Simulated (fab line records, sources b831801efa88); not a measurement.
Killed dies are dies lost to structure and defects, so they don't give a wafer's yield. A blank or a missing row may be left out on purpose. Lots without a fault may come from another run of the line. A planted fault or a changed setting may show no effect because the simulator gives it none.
A struck lot beside a sound one | flow sky130 | 44 steps out of a route of 708
Sound: wafers L969.3, L969.5, L969.6. Struck: wafers L982.1, L982.2, L982.5. The cause comes at the end.
At each step with rows: each side's tool, then ch and its chambers, then its first start. Under that, the readings that differ: sound wafers | struck wafers | difference of the means | sigmas: that difference in standard deviations of wafers without a fault.
alike: readings whose means differ by less than 2 such deviations, and words and numbers that are the same on both sides. not compared: withheld readings, readings that some wafer has no value for, bounds like >300 that may hide the same value, and numbers for which the record gives no deviation and whose values overlap.
The two part at a step that has a row with sigmas, a row that says differs or no value, or rows on one side only. Numbers that don't overlap but have no deviation are shown without sigmas and don't part them. A reading that every wafer of one side lacks parts them only if that side has two wafers or more.

SKY_FIELD_ISO_STRIP_16: strips in O2/N2.
  sound on plasma_asher-04 ch 0,1, day 2 18:41; struck on plasma_asher-02 ch 0,1, day 5 11:35
  reading                      | sound             | struck            | difference | sigmas
  strip_time_to_endpoint_s (s) | 3.569 3.591 3.592 | 3.506 3.504 3.530 | -0.071     | -2
  alike: drypump_motor_current_A, oes_product_au
  not compared: rf_hours_counter_h
SKY_FIELD_ISO_ETCH_17: etches Si in HBr/Cl2/O2, target depth 342 nm, time 97.7 s.
  sound on rie_si-02 ch 1,2,3, day 2 18:45; struck on rie_si-01 ch 1,3, day 5 11:41
  alike: drypump_motor_current_A, oes_product_au, run_length_s, throttle_valve_pct
  not compared: rf_hours_counter_h
then, 5 steps without rows for these wafers: SKY_FIELD_ISO_WET_ETCH_18 (etches Si3N4 in H3PO4, target depth 25 nm, time 286 s); SKY_FIELD_ISO_CLEAN_19 (cleans in SC1/SC2, time 150 s); SKY_FIELD_ISO_CLEAN_20 (cleans in dHF, time 20 s); SKY_FIELD_ISO_WET_ETCH_21 (etches SiO2 in dHF, target depth 20 nm, time 400 s); SKY_FIELD_ISO_OXIDATION_22 (stabilise 600 s, purge 300 s, target thk 10 nm).
SKY_FIELD_ISO_THK_MEAS_23:
  sound on film_metro-02, day 2 20:20; struck on film_metro-03, day 5 16:46
  reading                         | sound          | struck           | difference | sigmas
  FIELD_ISO_OXIDATION_01_THK (nm) | 9.69 9.66 9.79 | 9.97 10.13 10.17 | +0.38      | +3
then, 1 step without rows for these wafers: SKY_FIELD_ISO_CVD_24 (deposits SiO2, target thk 595 nm, time 99.2 s).
SKY_FIELD_ISO_THK_MEAS_25:
  sound on film_metro-04, day 2 20:28; struck on film_metro-02, day 5 16:53
  alike: FIELD_ISO_CVD_24_THK
then, 1 step without rows for these wafers: SKY_FIELD_ISO_ANNEAL_26 (time 1800 s).
SKY_FIELD_ISO_CMP_27: polishes, stops on Si3N4, t overpolish 16 s, target thk 457.8 nm.
  sound on cmp-01 ch 0,1,3, day 2 22:15; struck on cmp-01 ch 0,1,2, day 5 20:47
  alike: motor_current_A, overpolish_run_s, platen_rpm, time_to_endpoint_s
SKY_FIELD_ISO_WET_ETCH_28: etches SiO2 in dHF, target depth 23.7 nm, time 47 s.
  sound on wet_bench-02 ch 3, day 2 22:27; struck on wet_bench-02 ch 1, day 5 20:59
  reading                                    | sound             | struck            | difference | sigmas
  run_length_s (s)                           | 79 79 79          | 44 44 44          | -35        | -11
  model.SiO2_of_FIELD_ISO_CVD_24.thk_nm (nm) | 432.8 434.8 433.3 | 451.1 451.6 452.4 | +18.1      |
then, 4 steps without rows for these wafers: SKY_FIELD_ISO_WET_ETCH_29 (etches Si3N4 in H3PO4, target depth 160 nm, time 1825 s); SKY_FIELD_ISO_WET_ETCH_30 (etches SiO2 in dHF, target depth 25 nm, time 50 s); SKY_NWELL_CLEAN_00 (cleans in SC1/SC2, time 150 s); SKY_NWELL_OXIDATION_01 (stabilise 600 s, purge 300 s, target thk 10 nm).
SKY_NWELL_THK_MEAS_02:
  sound on film_metro-02, day 3 00:50; struck on film_metro-02, day 6 00:53
  alike: NWELL_OXIDATION_THK
then, 8 steps without rows for these wafers: SKY_DNWELL_DEHYDRATE_00 (time 60 s); SKY_DNWELL_HMDS_01 (prime time 60 s); SKY_DNWELL_COAT_02 (resist thk 3000 nm); SKY_DNWELL_SOFTBAKE_03; SKY_DNWELL_EXPOSE_04 (exposes mask DNM, target cd 3000 nm); SKY_DNWELL_PEB_05; SKY_DNWELL_DEVELOP_06 (develop time 60 s); SKY_DNWELL_IMPLANT_07.
SKY_DNWELL_STRIP_08: strips in O2/N2.
  sound on plasma_asher-03 ch 0,1, day 3 17:26; struck on plasma_asher-03 ch 0,1, day 6 19:07
  alike: drypump_motor_current_A, oes_product_au, strip_time_to_endpoint_s
  not compared: rf_hours_counter_h
SKY_DNWELL_TW_MEAS_09:
  sound on film_metro-02, day 3 17:32; struck on film_metro-02, day 6 19:13
  alike: DNWELL_TW
then, 7 steps without rows for these wafers: SKY_PWDE_DEHYDRATE_00 (time 60 s); SKY_PWDE_HMDS_01 (prime time 60 s); SKY_PWDE_COAT_02 (resist thk 3000 nm); SKY_PWDE_SOFTBAKE_03; SKY_PWDE_EXPOSE_04 (exposes mask PWDEM, target cd 840 nm); SKY_PWDE_PEB_05; SKY_PWDE_DEVELOP_06 (develop time 60 s).
SKY_PWDE_OVL_MEAS_07:
  sound on overlay-02, day 4 09:27; struck on overlay-01, day 7 14:37
  alike: PWDE_OVL
then, 1 step without rows for these wafers: SKY_PWDE_IMPLANT_08.
SKY_PWDE_STRIP_09: strips in O2/N2.
  sound on plasma_asher-04 ch 0,1, day 4 09:40; struck on plasma_asher-04 ch 0,1, day 7 14:48
  alike: drypump_motor_current_A, oes_product_au, strip_time_to_endpoint_s
  not compared: rf_hours_counter_h
SKY_PWDE_TW_MEAS_10:
  sound on film_metro-01, day 4 09:45; struck on film_metro-03, day 7 14:54
  alike: PWDE_TW
then, 3 steps without rows for these wafers: SKY_NWELL_DEHYDRATE_03 (time 60 s); SKY_NWELL_HMDS_04 (prime time 60 s); SKY_NWELL_COAT_05 (resist thk 3000 nm).
-- the record jumps here: 26 days lie between the struck wafers' starts before and after (it left off in module NWELL and takes up again in module SALICIDE, whose first step shown is number 361 of the route) --
SKY_SALICIDE_CLEAN_00: cleans in HF-last, time 30 s.
  sound on wet_bench-02 ch 3, day 28 12:33; struck on wet_bench-02 ch 0, day 33 03:38
  reading                                    | sound             | struck            | difference | sigmas
  model.SiO2_of_FIELD_ISO_CVD_24.thk_nm (nm) | 357.6 359.4 358.4 | 375.2 375.8 376.5 | +17.4      |
-- the record jumps here: 16 days lie between the struck wafers' starts before and after (it left off in module SALICIDE and takes up again in module PAD_OPEN, whose first step shown is number 708 of the route) --
SKY_PAD_OPEN_PROBE_99:
  sound on prober-01, day 46 02:22; struck on prober-01, day 49 10:46
  reading                                 | sound                         | struck                        | difference | sigmas
  model.etest.res_p_drift_20v.line_ohm_um | 1.129e+04 1.097e+04 1.116e+04 | 1.457e+04 1.332e+04 1.35e+04  | +2.657e+03 |
  model.etest.res_p_drift_20v.rs_ohm_sq   | 9490 9364 9390                | 1.202e+04 1.102e+04 1.126e+04 | +2.019e+03 |
  model.etest.pfet_16v.r_on_ohm_um        | 1.529e+04 1.512e+04 1.519e+04 | 1.73e+04 1.665e+04 1.672e+04  | +1.69e+03  |
  model.etest.res_iso_pwell.rs_ohm_sq     | 3126 3049 3075                | 4777 4240 4347                | +1371      |
  model.etest.res_iso_pwell.line_ohm_um   | 1191 1159 1157                | 1829 1618 1662                | +534       |
  model.etest.res_nwell.rs_ohm_sq         | 1018 1008 1012                | 1001 964.7 970.6              | -34        |
  model.etest.pfet_16v.drive_ua_um        | 242.7 246.2 242.8             | 213.4 229.4 229.1             | -19.9      |
  model.etest.res_nwell.width_nm (nm)     | 836.8 836.1 828.5             | 878.5 869.9 867.9             | +38.3      |
  alike: killed_at_M0_to_M3, killed_at_M4_up, killed_at_contacts, killed_at_front_end, killed_at_other, killed_dies, killed_open, killed_short

WHERE THEY PART
First at SKY_FIELD_ISO_STRIP_16; last, within this record, at SKY_FIELD_ISO_WET_ETCH_28. Later steps at which nothing parts them and some readings are alike: SKY_NWELL_THK_MEAS_02, SKY_DNWELL_STRIP_08, SKY_DNWELL_TW_MEAS_09, SKY_PWDE_OVL_MEAS_07, SKY_PWDE_STRIP_09, SKY_PWDE_TW_MEAS_10, SKY_PAD_OPEN_PROBE_99.

WHY: what the simulator had put in
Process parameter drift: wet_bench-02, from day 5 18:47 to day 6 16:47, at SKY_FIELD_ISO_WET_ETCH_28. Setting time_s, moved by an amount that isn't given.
